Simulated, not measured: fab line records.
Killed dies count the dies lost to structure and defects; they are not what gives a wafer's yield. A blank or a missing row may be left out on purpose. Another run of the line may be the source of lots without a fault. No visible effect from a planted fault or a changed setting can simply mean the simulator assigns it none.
Which tool is to blame? ; flow sfq-line ; 39 wafers sampled from 13 lots at 1 step of a route of 325

== WHAT THE GAUGES READ, wafer by wafer ==
No reading from a measuring or inspecting step in the record can be judged against a usual standard deviation.

== EACH LOT AND THE TOOL THAT RAN IT (in order: tool; ch and the chambers of the sampled wafers; start) ==
lot;SFQ_TRILAYER_JJ_CE_BARC_OPEN_RIE_150
L982;rie-metal-01 ch 0,1, day 55 08:04
L983;rie-metal-04 ch 0,1, day 56 00:50
L986;rie-metal-04 ch 1, day 57 05:40
L987;rie-metal-02 ch 0,1, day 57 17:18
L989;rie-metal-04 ch 0,1, day 58 00:30
L995;rie-metal-02 ch 0,1, day 59 10:06
L996;rie-metal-01 ch 0, day 59 11:18
L997;rie-metal-01 ch 0,1, day 59 12:32
L998;rie-metal-02 ch 0,1, day 59 13:42
L999;rie-metal-02 ch 0,1, day 59 14:54
L100;rie-metal-02 ch 0,1, day 59 16:06
L101;rie-metal-02 ch 0, day 59 17:18
L102;rie-metal-02 ch 0,1, day 59 18:30
- SFQ_TRILAYER_JJ_CE_BARC_OPEN_RIE_150: chemistry O2, target BARC, target depth 240 nm, time 80 s.

== AS READ BY THE TOOLS THEMSELVES (means over the sampled wafers that have a number; for cases with no such wafer, the mark the record gives instead) ==
SFQ_TRILAYER_JJ_CE_BARC_OPEN_RIE_150. Usual: bias-w 79.98 W, standard deviation 0.23; drypump-motor-current-A 5.9 A, standard deviation 0.39; oes-product-au 0.537 a.u., standard deviation 0.0047.
lot;tool;bias-w (W);drypump-motor-current-A (A);oes-product-au (a.u.);flag
L982;rie-metal-01;80.15;5.2;0.538;
L983;rie-metal-04;79.73;6.0;0.540;
L986;rie-metal-04;80.01;5.7;0.537;
L987;rie-metal-02;80.07;6.1;0.540;
L989;rie-metal-04;81.05;5.9;0.540;OFF
L995;rie-metal-02;79.99;6.0;0.536;
L996;rie-metal-01;79.71;5.0;0.541;
L997;rie-metal-01;79.92;5.4;0.543;
L998;rie-metal-02;80.03;6.0;0.535;
L999;rie-metal-02;80.15;6.2;0.536;
L100;rie-metal-02;79.93;6.0;0.536;
L101;rie-metal-02;80.03;6.3;0.536;
L102;rie-metal-02;80.16;6.2;0.539;

== THE ANSWER, worked out from the rows above alone ==
Rule: a lot is off if the mean of its wafers that have a number lies more than 3 standard deviations from the usual mean. A lot without any number at a reading at which 4 lots or more have one is off too. All remaining lots with rows at the step are treated as sound. Order of review: gauges by route order, followed by the tools' own readings, for which a lot's mean as printed above is used. The first step at which some lot is off is used, and at that step the reading that is off furthest; a lot without a number counts as furthest.
Off: L989, at SFQ_TRILAYER_JJ_CE_BARC_OPEN_RIE_150 (bias-w).
A tool fits if, at that step or a process step before it, it ran every lot that is off, and no sound lot after the first of them. One fits: SFQ_TRILAYER_JJ_CE_BARC_OPEN_RIE_150 on rie-metal-04. A fault onset in the window from L986 (day 57 05:40, its last sound lot) to L989 (day 58 00:30, its first lot off) fits.
The tool's own readings at SFQ_TRILAYER_JJ_CE_BARC_OPEN_RIE_150 bear it out: on the lots that are off they differ by more than 5 times the standard deviation of the sound lots' means. bias-w reads 81.05 W there against 79.99 W on the sound lots.

== WHAT WAS PUT IN BY THE SIMULATOR ==
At SFQ_TRILAYER_JJ_CE_BARC_OPEN_RIE_150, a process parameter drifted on rie-metal-04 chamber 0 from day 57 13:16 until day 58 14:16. Setting bias-w, moved by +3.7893, from 80. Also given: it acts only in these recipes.
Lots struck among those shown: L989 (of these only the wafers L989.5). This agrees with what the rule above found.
